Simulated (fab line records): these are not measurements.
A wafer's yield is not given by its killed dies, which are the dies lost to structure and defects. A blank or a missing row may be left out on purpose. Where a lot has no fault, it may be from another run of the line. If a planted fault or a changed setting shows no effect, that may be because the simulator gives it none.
Shared-tool check ; flow sky130 ; 12 lots, 36 wafers sampled

THE REASON FOR OPENING IT
Of 12 lots, 2 have the reading VIA1_HDPCVD_THK flagged at SKY_VIA1_THK_MEAS_01. No-fault wafers: 1030 nm, standard deviation 12.
Rule: a lot is flagged when every wafer of it that has a number lies more than 4 standard deviations from that mean, or none has a number. The other lots count as sound.

lot;measured;on;VIA1_HDPCVD_THK (nm), wafer by wafer;flag
L760;day 32 16:25;filmMetro-03;1017 1030 1032;
L761;day 33 13:35;filmMetro-04;1035 1029 1025;
L762;day 34 00:01;filmMetro-04;1014 1043 1032;
L763;day 34 04:35;filmMetro-01;1040 1051 1032;
L764;day 34 09:05;filmMetro-03;1021 1027 1031;
L769;day 36 03:49;filmMetro-01;1026 1023 1022;
L770;day 36 13:24;filmMetro-01;872 865 862;FLAGGED
L772;day 36 22:43;filmMetro-03;885 890 880;FLAGGED
L775;day 38 05:14;filmMetro-04;1034 1026 1000;
L777;day 38 08:07;filmMetro-04;1020 1034 1013;
L779;day 39 02:52;filmMetro-04;1032 1043 1048;
L783;day 40 01:13;filmMetro-03;1041 1047 1034;
Average over the flagged lots: 876 nm; offset from the usual -154 nm, equal to -13 standard deviations.

LOT BY LOT: THE TOOL USED
Before the reading, the record contains 2 process steps out of a 708-step route. Every cell lists first the tool, next ch and the chambers used by the sampled wafers, and last the start.
lot;flag;SKY_METAL1_SPUTTER_01;SKY_VIA1_HDPCVD_00
L760;;pvdSputter-03, day 31 11:40;hdpcvd-02 ch 0,1,2, day 32 16:18
L761;;pvdSputter-01, day 32 08:44;hdpcvd-02 ch 1,2, day 33 13:25
L762;;pvdSputter-03, day 32 19:43;hdpcvd-01 ch 0,1,2, day 33 23:53
L763;;pvdSputter-03, day 33 01:19;hdpcvd-02 ch 0,2, day 34 04:28
L764;;pvdSputter-03, day 33 04:58;hdpcvd-02 ch 0,1,2, day 34 08:59
L769;;pvdSputter-04, day 35 00:04;hdpcvd-02 ch 1,2, day 36 03:41
L770;FLAGGED;pvdSputter-03, day 35 10:16;hdpcvd-02 ch 1,2, day 36 13:16
L772;FLAGGED;pvdSputter-04, day 35 20:04;hdpcvd-02 ch 0,2, day 36 22:37
L775;;pvdSputter-01, day 37 02:22;hdpcvd-01 ch 0,1,2, day 38 05:10
L777;;pvdSputter-03, day 37 05:29;hdpcvd-01 ch 0,2, day 38 07:59
L779;;pvdSputter-03, day 38 00:31;hdpcvd-01 ch 1,2, day 39 02:46
L783;;pvdSputter-01, day 38 23:25;hdpcvd-02 ch 1,2, day 40 01:05
What is done by these steps:
- SKY_METAL1_SPUTTER_01: material TiN, target thk 20 nm, time 16.7 s.
- SKY_VIA1_HDPCVD_00: deposits SiO2, target thk 1030 nm, time 171.7 s.
- SKY_VIA1_THK_MEAS_01

FLAGGED AGAINST TOTAL, ONE TOOL AT A TIME (gauges that did the reading follow at the end)
step;tool;lots run;flagged;share of the flagged lots;sound lots run after its first flagged lot
SKY_METAL1_SPUTTER_01;pvdSputter-01;3;0;none;-
SKY_METAL1_SPUTTER_01;pvdSputter-03;7;1;some;2 (L777,L779)
SKY_METAL1_SPUTTER_01;pvdSputter-04;2;1;some;0
SKY_VIA1_HDPCVD_00;hdpcvd-01;4;0;none;-
SKY_VIA1_HDPCVD_00;hdpcvd-02;8;2;all;1 (L783)
SKY_VIA1_THK_MEAS_01;filmMetro-01;3;1;some;0
SKY_VIA1_THK_MEAS_01;filmMetro-03;4;1;some;1 (L783)
SKY_VIA1_THK_MEAS_01;filmMetro-04;5;0;none;-

THE TABLE: WHAT IT ALLOWS
All flagged lots share 1 row of the table, namely hdpcvd-02 at SKY_VIA1_HDPCVD_00.
- hdpcvd-02 at SKY_VIA1_HDPCVD_00: 2 of its 8 lots flagged. After the first flagged lot (L783), sound lots still ran on it; a lasting fault on the whole tool would not permit that. Its own readings (sih4FlowSccm) fall more than 4 standard deviations out on all wafers of the flagged lots.
There is no row in the table that ran each flagged lot and no sound lot after the first.

WHAT WAS PUT IN BY THE SIMULATOR
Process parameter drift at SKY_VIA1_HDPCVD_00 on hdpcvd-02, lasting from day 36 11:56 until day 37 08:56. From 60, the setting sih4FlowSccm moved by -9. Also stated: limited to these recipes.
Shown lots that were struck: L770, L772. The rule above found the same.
